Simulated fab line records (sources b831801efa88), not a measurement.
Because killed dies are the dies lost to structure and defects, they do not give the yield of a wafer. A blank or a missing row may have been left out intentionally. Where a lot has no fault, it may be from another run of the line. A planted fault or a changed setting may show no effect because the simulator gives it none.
A lot that was struck, set against a sound lot	flow sky130	23 out of 708 route steps
Sound: the wafers L214.2, L214.3, L214.6. Wafers L222.1, L222.3, L222.6 were the ones struck. The cause is named last.
Each step with rows lists, per side, the tool, then ch with its chambers, then its first start. Under that, the readings that differ: sound wafers	struck wafers	difference of the means	sigmas: that difference in standard deviations of wafers without a fault.
alike: readings with means less than 2 such deviations apart, plus words and numbers identical on both sides. not compared: withheld readings, readings lacking a value on some wafer, bounds such as >300 that could conceal the same value, and numbers that have no deviation in the record and whose values overlap.
A row with sigmas, a row that says differs or no value, or rows on one side alone: a step with any of these is where the two part. Numbers that have no deviation but don't overlap get no sigmas and don't part them. A reading that every wafer of one side lacks parts them only if that side has two wafers or more.

first, 1 step without rows for these wafers: SKY_POLY_GATE_OXIDATION_20 (stabilise 600 s, purge 300 s, target thk 4 nm).
SKY_POLY_GATE_THK_MEAS_21:
  sound: film_metro-01 at day 20 06:05; struck: film_metro-03 at day 23 08:11
  alike: POLY_GATE_OXIDATION_THK
SKY_POLY_GATE_CD_MEAS_22:
  sound: cd_sem-02 at day 20 06:10; struck: cd_sem-01 at day 23 08:15
  alike: cd_nm
then, 7 steps without rows for these wafers: SKY_LDD_N_DEHYDRATE_00 (time 60 s); SKY_LDD_N_HMDS_01 (prime time 60 s); SKY_LDD_N_COAT_02 (resist thk 300 nm); SKY_LDD_N_SOFTBAKE_03 (time 60 s); SKY_LDD_N_EXPOSE_04 (exposes mask NTM, target cd 840 nm); SKY_LDD_N_PEB_05; SKY_LDD_N_DEVELOP_06 (develop time 60 s).
SKY_LDD_N_OVL_MEAS_07:
  sound: overlay-01 at day 21 11:59; struck: overlay-01 at day 24 14:06
  alike: LDD_N_OVL
next, for these wafers, 1 step has no rows: SKY_LDD_N_IMPLANT_08.
SKY_LDD_N_IMPLANT_09:
  sound on implanter-04 ch 0, day 21 12:11; struck on implanter-04 ch 0, day 24 14:17
reading	sound	struck	difference	sigmas
dose_ions_cm2	7.501e+13 7.505e+13 7.505e+13	7.52e+12 7.52e+12 7.58e+12	-6.75e+13	-99 or more
faraday_current_uA	417 427 418	42 41 41	-379	-42
  alike: beam_energy_keV
then, 6 steps without rows for these wafers: SKY_LDD_N_IMPLANT_10; SKY_LDD_N_IMPLANT_11; SKY_LDD_N_IMPLANT_12; SKY_LDD_N_IMPLANT_13; SKY_LDD_N_IMPLANT_14; SKY_LDD_N_IMPLANT_15.
SKY_LDD_N_STRIP_16: strips in O2/N2.
  sound on plasma_asher-04 ch 0,1, day 21 13:13; struck on plasma_asher-01 ch 0,1, day 24 15:20
reading	sound	struck	difference	sigmas
strip_time_to_endpoint_s (s)	4.294 4.314 4.345	4.169 4.163 4.166	-0.152	-12
  alike: drypump_motor_current_A, oes_product_au
  not compared: rf_hours_counter_h
SKY_LDD_N_TW_MEAS_17:
  sound: film_metro-03 at day 21 13:19; struck: film_metro-03 at day 24 15:26
reading	sound	struck	difference	sigmas
LDD_N_TW	2579 2591 2586	2467 2465 2450	-125	-6
then, 1 step without rows for these wafers: SKY_LDD_P_DEHYDRATE_00 (time 60 s).
-- a jump in the record: the struck wafers' starts before and after are 25 days apart (it breaks off in module LDD_P and resumes in module PAD_OPEN, where the first step shown is number 708 of the route) --
SKY_PAD_OPEN_PROBE_99:
  sound: prober-02 at day 48 05:24; struck: prober-02 at day 50 01:58
reading	sound	struck	difference	sigmas
model.etest.tip_n.rs_ohm_sq	446.8 445.2 443.8	530.7 530.7 526.8	+84.1	
model.etest.nfet_01v8_swapped.vt_sat_v (V)	0.6523 0.6508 0.6469	0.6635 0.6582 0.6555	+0.0091	
  alike: killed_at_M0_to_M3, killed_at_M4_up, killed_at_contacts, killed_at_front_end, killed_at_other, killed_dies, killed_open, killed_short
  not compared: model.etest.nfet_01v8.r_on_ohm_um

== WHERE THEY PART ==
Last at SKY_LDD_N_TW_MEAS_17 as far as this record goes, first at SKY_LDD_N_IMPLANT_09. Later steps at which nothing parts them and some readings are alike: SKY_PAD_OPEN_PROBE_99.

WHY: the cause the simulator had injected
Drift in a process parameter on implanter-04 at SKY_LDD_N_IMPLANT_09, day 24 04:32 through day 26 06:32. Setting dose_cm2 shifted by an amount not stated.
